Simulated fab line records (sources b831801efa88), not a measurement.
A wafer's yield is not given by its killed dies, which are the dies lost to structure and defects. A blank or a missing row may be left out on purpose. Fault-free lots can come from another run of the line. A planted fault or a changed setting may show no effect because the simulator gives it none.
fab line records	flow sky130
[record] lots = 12	wafers = 36	last-day = 50
route steps=708 shown VT_ADJUST_NCORE@128 METAL2@483 VIA2@530
lots that met no fault: from a run of the same line without faults
start-h: hours from the record's opening day to when the first of the lot's shown wafers began	wait-h: hours elapsed since this lot's preceding step	" the same as in the row above	L1.1+2: several wafers, shown together as one row	- no value, or no start was given	* or withheld: withheld	< > ~ a bound
route shown NAME@n: names a module that has steps shown in the file, with the first one's number in the route	usual: mean/standard deviation taken from wafers without a fault	same: alike in all rows	chamber/n: place in a boat	sites: per-site readings	_std_site: their standard deviation	_edge_site: mean of outer sites minus mean of inner sites	radius-mm: how far each site lies from the wafer's centre	mask NAME#n: copy n	behind: the last tool/chamber to shape the wafer	hold: the reason the lot was held/the length of the hold in hours/how it ended	device: the transistor (n, p or np) that didn't switch	end of line: the tests these same wafers got at the end of their route	for a step that has no rows: nothing shown but its recipe	killed: count of dies lost to structure and defects at first sort (not the wafer's yield)	map: a wafer's dies, marking killed ones x, the rest . and places with no die _
set.NAME: the run value of the setting; set.NAME@STEP: its run value at that earlier step	model.NAME: the simulator's own value behind a step, which no gauge read
one table for each step of the route and one row for each wafer, over a sample of lots
services: when a tool's chamber went out of use (start-h, in hours from the record's first day, below 0 if earlier), for how many hours, and the reason
[[steps]]
[step SKY_VT_ADJUST_NCORE_IMPLANT_09]
[recipe] species = B	energy-kev = 10	dose-cm2 = 2.4e+12	tilt-deg = withheld
[usual] dose-ions-cm2 = 2.3997e+12/2.6e+09	faraday-current-uA = 13.54/0.25
[same] implant-ion-amu = 11
lot.wafer	tool	chamber	start-h	wait-h	dose-ions-cm2	faraday-current-uA
L111.2	implanter-01	0	179.04	0.0	2.3973e+12	13.34
L111.4	"	0	"	"	2.3969e+12	14.04
L111.5	"	0	"	"	2.4e+12	13.92
L112.1	implanter-01	0	190.47	0.0	2.405e+12	13.59
L112.2	"	0	"	"	2.4046e+12	13.42
L112.3	"	0	"	"	2.4033e+12	13.59
L113.1	implanter-01	0	191.81	0.0	2.3971e+12	13.56
L113.5	"	0	"	"	2.3967e+12	13.07
L113.6	"	0	"	"	2.402e+12	13.90
L114.1	implanter-03	0	198.41	0.0	2.401e+12	13.62
L114.2	"	0	"	"	2.4017e+12	13.46
L114.5	"	0	"	"	2.4043e+12	13.40
L115.3	implanter-01	0	208.61	0.1	2.3986e+12	13.39
L115.5	"	0	"	"	2.3993e+12	13.61
L115.6	"	0	"	"	2.4017e+12	13.46
L116.1	implanter-02	0	222.61	0.1	2.3982e+12	13.61
L116.3	"	0	"	"	2.4002e+12	13.51
L116.4	"	0	"	"	2.4e+12	13.25
L117.2	implanter-02	0	235.94	0.0	2.3942e+12	13.31
L117.3	"	0	"	"	2.4026e+12	13.43
L117.4	"	0	"	"	2.3948e+12	13.78
L123.1	implanter-03	0	270.87	0.0	2.3999e+12	13.17
L123.3	"	0	"	"	2.4006e+12	13.63
L123.5	"	0	"	"	2.402e+12	13.39
L126.1	implanter-02	0	286.71	0.0	2.3975e+12	13.33
L126.3	"	0	"	"	2.4025e+12	13.10
L126.6	"	0	"	"	2.4e+12	12.71
L127.1	implanter-03	0	289.36	0.0	2.6943e+12	15.12
L127.2	"	0	"	"	2.694e+12	15.37
L127.5	"	0	"	"	2.6925e+12	14.95
L128.2	implanter-03	0	305.13	0.0	2.691e+12	15.10
L128.4	"	0	"	"	2.6955e+12	15.52
L128.5	"	0	"	"	2.6928e+12	14.88
L134.2	implanter-02	0	350.93	0.0	2.401e+12	13.66
L134.5	"	0	"	"	2.3999e+12	13.55
L134.6	"	0	"	"	2.399e+12	13.37
[step SKY_VT_ADJUST_NCORE_TW_MEAS_11]
[usual] VT_ADJUST_NCORE_TW = 220.0/1.2
lot.wafer	tool	chamber	start-h	wait-h	VT_ADJUST_NCORE_TW
L111.2	film-metro-04	-	179.28	0.1	219.4
L111.4	"	-	"	"	221.1
L111.5	"	-	"	"	219.4
L112.1	film-metro-03	-	190.72	0.1	217.8
L112.2	"	-	"	"	218.9
L112.3	"	-	"	"	218.1
L113.1	film-metro-02	-	192.06	0.1	219.8
L113.5	"	-	"	"	220.9
L113.6	"	-	"	"	221.3
L114.1	film-metro-04	-	198.66	0.1	220.9
L114.2	"	-	"	"	221.5
L114.5	"	-	"	"	220.3
L115.3	film-metro-02	-	208.83	0.1	220.8
L115.5	"	-	"	"	220.9
L115.6	"	-	"	"	222.2
L116.1	film-metro-04	-	222.86	0.1	221.0
L116.3	"	-	"	"	219.8
L116.4	"	-	"	"	220.5
L117.2	film-metro-02	-	236.18	0.1	219.2
L117.3	"	-	"	"	220.6
L117.4	"	-	"	"	220.5
L123.1	film-metro-04	-	271.12	0.1	220.2
L123.3	"	-	"	"	221.8
L123.5	"	-	"	"	221.6
L126.1	film-metro-04	-	286.96	0.1	220.9
L126.3	"	-	"	"	221.6
L126.6	"	-	"	"	222.7
L127.1	film-metro-03	-	289.61	0.1	225.3
L127.2	"	-	"	"	226.8
L127.5	"	-	"	"	224.8
L128.2	film-metro-04	-	305.37	0.1	226.0
L128.4	"	-	"	"	224.9
L128.5	"	-	"	"	225.3
L134.2	film-metro-02	-	351.17	0.1	218.3
L134.5	"	-	"	"	217.8
L134.6	"	-	"	"	218.2
[step SKY_METAL2_SPUTTER_00]
[recipe] material = Ti	target-thk-nm = 15	power-w = 3000	time-s = 10	chamber-pressure-pa = 0.4
[usual] chamber-pressure-pa = 0.4000/0.00083	throttle-valve-pct = 30.4/0.92
lot.wafer	tool	chamber	start-h	wait-h	chamber-pressure-pa	throttle-valve-pct
L111.2	pvd-sputter-02	-	787.16	0.1	0.3986	30.7
L111.4	"	-	"	"	0.4010	31.4
L111.5	"	-	"	"	0.3989	30.7
L112.1	pvd-sputter-02	-	797.52	0.2	0.3988	31.4
L112.2	"	-	"	"	0.3983	31.1
L112.3	"	-	"	"	0.4016	30.8
L113.1	pvd-sputter-04	-	807.92	0.2	0.3988	30.4
L113.5	"	-	"	"	0.4008	28.3
L113.6	"	-	"	"	0.4002	31.6
L114.1	pvd-sputter-01	-	809.66	0.1	0.4002	31.2
L114.2	"	-	"	"	0.3995	31.0
L114.5	"	-	"	"	0.4006	30.0
L115.3	pvd-sputter-01	-	826.10	0.1	0.3997	30.0
L115.5	"	-	"	"	0.4006	30.0
L115.6	"	-	"	"	0.3998	29.2
L116.1	pvd-sputter-02	-	840.99	0.2	0.3992	31.4
L116.3	"	-	"	"	0.3994	29.8
L116.4	"	-	"	"	0.4010	31.0
L117.2	pvd-sputter-01	-	852.64	0.2	0.3998	31.1
L117.3	"	-	"	"	0.3984	30.5
L117.4	"	-	"	"	0.4000	30.1
L123.1	pvd-sputter-02	-	900.52	0.1	0.4001	31.2
L123.3	"	-	"	"	0.3988	29.5
L123.5	"	-	"	"	0.3988	29.5
L126.1	pvd-sputter-02	-	905.75	0.2	0.3998	31.4
L126.3	"	-	"	"	0.3992	29.6
L126.6	"	-	"	"	0.3980	29.4
L127.1	pvd-sputter-01	-	910.24	0.2	0.3995	31.0
L127.2	"	-	"	"	0.4004	30.9
L127.5	"	-	"	"	0.4004	31.0
L128.2	pvd-sputter-04	-	923.84	0.1	0.4007	30.6
L128.4	"	-	"	"	0.4000	31.0
L128.5	"	-	"	"	0.4002	28.3
L134.2	pvd-sputter-02	-	961.92	0.2	0.4012	30.9
L134.5	"	-	"	"	0.4003	31.4
L134.6	"	-	"	"	0.3998	29.7
[step SKY_METAL2_SPUTTER_02]
[recipe] material = AlCu	target-thk-nm = 250	power-w = 10600	time-s = 13.3	chamber-pressure-pa = 0.4
[usual] chamber-pressure-pa = 0.4000/0.00083	throttle-valve-pct = 30.4/0.91
lot.wafer	tool	chamber	start-h	wait-h	chamber-pressure-pa	throttle-valve-pct
L111.2	pvd-sputter-02	-	787.21	0.0	0.4006	30.8
L111.4	"	-	"	"	0.3996	31.6
L111.5	"	-	"	"	0.3996	30.9
L112.1	pvd-sputter-02	-	797.57	0.0	0.3986	31.3
L112.2	"	-	"	"	0.3994	31.0
L112.3	"	-	"	"	0.4005	30.6
L113.1	pvd-sputter-04	-	807.98	0.0	0.3996	30.3
L113.5	"	-	"	"	0.3994	28.3
L113.6	"	-	"	"	0.3996	31.4
L114.1	pvd-sputter-01	-	809.71	0.0	0.4012	30.9
L114.2	"	-	"	"	0.4002	30.9
L114.5	"	-	"	"	0.4000	30.1
L115.3	pvd-sputter-01	-	826.15	0.0	0.3981	29.9
L115.5	"	-	"	"	0.3982	29.9
L115.6	"	-	"	"	0.3982	29.1
L116.1	pvd-sputter-02	-	841.04	0.0	0.3992	31.3
L116.3	"	-	"	"	0.4003	29.9
L116.4	"	-	"	"	0.4011	31.1
L117.2	pvd-sputter-01	-	852.69	0.0	0.3999	31.2
L117.3	"	-	"	"	0.3998	30.8
L117.4	"	-	"	"	0.3988	30.1
L123.1	pvd-sputter-02	-	900.57	0.0	0.3989	31.2
L123.3	"	-	"	"	0.3995	29.9
L123.5	"	-	"	"	0.4011	29.5
L126.1	pvd-sputter-02	-	905.80	0.0	0.4003	31.5
L126.3	"	-	"	"	0.4005	29.8
L126.6	"	-	"	"	0.4006	29.9
L127.1	pvd-sputter-01	-	910.28	0.0	0.3997	30.9
L127.2	"	-	"	"	0.4008	31.4
L127.5	"	-	"	"	0.3999	31.0
L128.2	pvd-sputter-04	-	923.89	0.0	0.3990	30.6
L128.4	"	-	"	"	0.4005	30.9
L128.5	"	-	"	"	0.4001	28.3
L134.2	pvd-sputter-02	-	961.96	0.0	0.4004	31.5
L134.5	"	-	"	"	0.3997	31.3
L134.6	"	-	"	"	0.3998	29.6
[step SKY_VIA2_THK_MEAS_23]
[recipe] thk-meas-gauge = xrf	reads = W_of_VIA2_CVD_21
[usual] VIA2_W_THK = 442/6.3
lot.wafer	tool	chamber	start-h	wait-h	VIA2_W_THK[nm]
L111.2	film-metro-03	-	842.76	0.1	428
L111.4	"	-	"	"	434
L111.5	"	-	"	"	428
L112.1	film-metro-03	-	854.43	0.1	438
L112.2	"	-	"	"	434
L112.3	"	-	"	"	437
L113.1	film-metro-02	-	862.02	0.1	446
L113.5	"	-	"	"	449
L113.6	"	-	"	"	449
L114.1	film-metro-03	-	864.70	0.1	425
L114.2	"	-	"	"	433
L114.5	"	-	"	"	430
L115.3	film-metro-03	-	881.57	0.1	440
L115.5	"	-	"	"	442
L115.6	"	-	"	"	439
L116.1	film-metro-03	-	895.57	0.1	434
L116.3	"	-	"	"	438
L116.4	"	-	"	"	434
L117.2	film-metro-02	-	906.79	0.1	436
L117.3	"	-	"	"	442
L117.4	"	-	"	"	442
L123.1	film-metro-02	-	952.71	0.1	447
L123.3	"	-	"	"	448
L123.5	"	-	"	"	450
L126.1	film-metro-04	-	958.53	0.1	441
L126.3	"	-	"	"	443
L126.6	"	-	"	"	440
L127.1	film-metro-02	-	961.76	0.1	449
L127.2	"	-	"	"	447
L127.5	"	-	"	"	442
L128.2	film-metro-02	-	974.51	0.1	442
L128.4	"	-	"	"	434
L128.5	"	-	"	"	443
L134.2	film-metro-04	-	1011.57	0.1	444
L134.5	"	-	"	"	445
L134.6	"	-	"	"	446
[[services]]
tool	chamber	start-h	hours	kind
pvd-sputter-01	-	171.53	3.4	repair
pvd-sputter-01	-	200.17	8.9	repair
implanter-02	-	208.42	1.6	repair
implanter-02	-	210.45	10.0	repair
implanter-01	-	228.35	4.5	repair
implanter-03	-	233.50	4.1	repair
implanter-03	-	239.90	5.3	pm
implanter-01	-	265.47	10.1	repair
implanter-03	-	266.98	2.1	repair
pvd-sputter-02	-	496.13	1.2	repair
pvd-sputter-01	-	503.98	31.7	repair
pvd-sputter-02	-	511.03	9.4	repair
pvd-sputter-01	-	531.53	0.6	repair
pvd-sputter-02	-	567.75	2.4	repair
pvd-sputter-01	-	592.89	7.6	repair
pvd-sputter-02	-	606.92	2.1	repair
pvd-sputter-01	-	626.92	0.6	repair
pvd-sputter-01	-	655.27	13.7	repair
pvd-sputter-02	-	692.42	0.7	repair
pvd-sputter-01	-	731.42	5.7	repair
pvd-sputter-02	-	848.07	10.6	repair
pvd-sputter-01	-	883.18	0.5	repair
pvd-sputter-02	-	919.41	1.2	repair
pvd-sputter-01	-	943.94	2.7	repair
[[key]]
[first-sign] step = SKY_VT_ADJUST_NCORE_IMPLANT_09	reading = dose-ions-cm2	direction = up	sigmas = 99+	usual = *	struck = *
[effect] step = SKY_VT_ADJUST_NCORE_IMPLANT_09	reading = faraday-current-uA	direction = up	sigmas = 6.5	usual = 13.54	struck = 15.16
[effect] step = SKY_VT_ADJUST_NCORE_TW_MEAS_11	reading = VT_ADJUST_NCORE_TW	direction = up	sigmas = 4.7	usual = 220.0	struck = 225.5
met-at SKY_VT_ADJUST_NCORE_IMPLANT_09
struck-lots L127,L128
tester-left-out L127,L128
not-acting-at SKY_METAL2_SPUTTER_00,SKY_METAL2_SPUTTER_02,SKY_VIA2_THK_MEAS_23
onset-between 270.87 289.36
[fault] kind = process-parameter-drift	tool = implanter-03	chamber = -	onset-h = 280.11	steps = SKY_VT_ADJUST_NCORE_IMPLANT_09	channel = dose-cm2	offset = *	shape = step	end-h = 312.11	acts-in = *	stated = *
// tester-left-out: of these lots the tester's yield and bins aren't shown, on N5 and GAA mostly nor the transistor test; their killed dies are dies lost to structure and defects alone, not to doping, threshold or leakage, so they don't give the yield
